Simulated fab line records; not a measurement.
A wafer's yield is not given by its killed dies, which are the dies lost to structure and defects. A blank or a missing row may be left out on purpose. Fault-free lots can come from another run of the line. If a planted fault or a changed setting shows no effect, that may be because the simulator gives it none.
Chamber matching + flow sky130 + SKY_VIA3_CMP_24 on cmp-02: 4 sister chambers
The step polishes, stops on SiO2, t overpolish 20 s, target thk 0 nm. 4 wafers are shown with their chamber, then 10 later ones without.

== WAFERS WITH THEIR CHAMBER ==
| wafer  | chamber | motor-current-A (A) |
|--------|---------|---------------------|
| L297.1 | 3       | 9.2                 |
| L297.2 | 0       | 9.9                 |
| L298.1 | 1       | 10.4                |
| L298.2 | 2       | 9.3                 |

== WAFERS WHOSE CHAMBER IS MISSING ==
| wafer  | motor-current-A (A) |
|--------|---------------------|
| L298.6 | 8.9                 |
| L300.1 | 10.7                |
| L300.2 | 9.2                 |
| L300.5 | 9.2                 |
| L301.3 | 10.4                |
| L301.4 | 10.4                |
| L301.6 | 9.3                 |
| L302.1 | 10.8                |
| L302.3 | 10.1                |
| L302.5 | 10.5                |

== EACH ONE'S CHAMBER ==
| wafer  | from the rows above     | in truth                   |
|--------|-------------------------|----------------------------|
| L298.6 | can't be placed: 3 or 2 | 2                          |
| L300.1 | 1                       | 1                          |
| L300.2 | can't be placed: 3 or 2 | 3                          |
| L300.5 | can't be placed: 3 or 2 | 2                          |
| L301.3 | 1                       | 1                          |
| L301.4 | 1                       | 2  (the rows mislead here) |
| L301.6 | can't be placed: 2 or 3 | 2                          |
| L302.1 | 1                       | 1                          |
| L302.3 | can't be placed: 0 or 1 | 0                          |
| L302.5 | 1                       | 1                          |
Correctly placed: 4 of 10. From these rows, 5 cannot be placed; in 5 the true chamber is one of the candidates. Wrongly placed: 1.
How it was worked out, from the rows above alone: a wafer's distance from a chamber is the root of the sum, over the readings, of the square of ((its reading less the chamber's mean) divided by the reading's scatter). The wafer belongs to the nearest chamber; if the next one is less than 2 further off, it can't be placed. For every chamber, the mean is computed from those of its wafers that are shown. The scatter: with one shown wafer a chamber, the root of the mean of the squares of how far each hidden wafer lies from its nearest shown one.
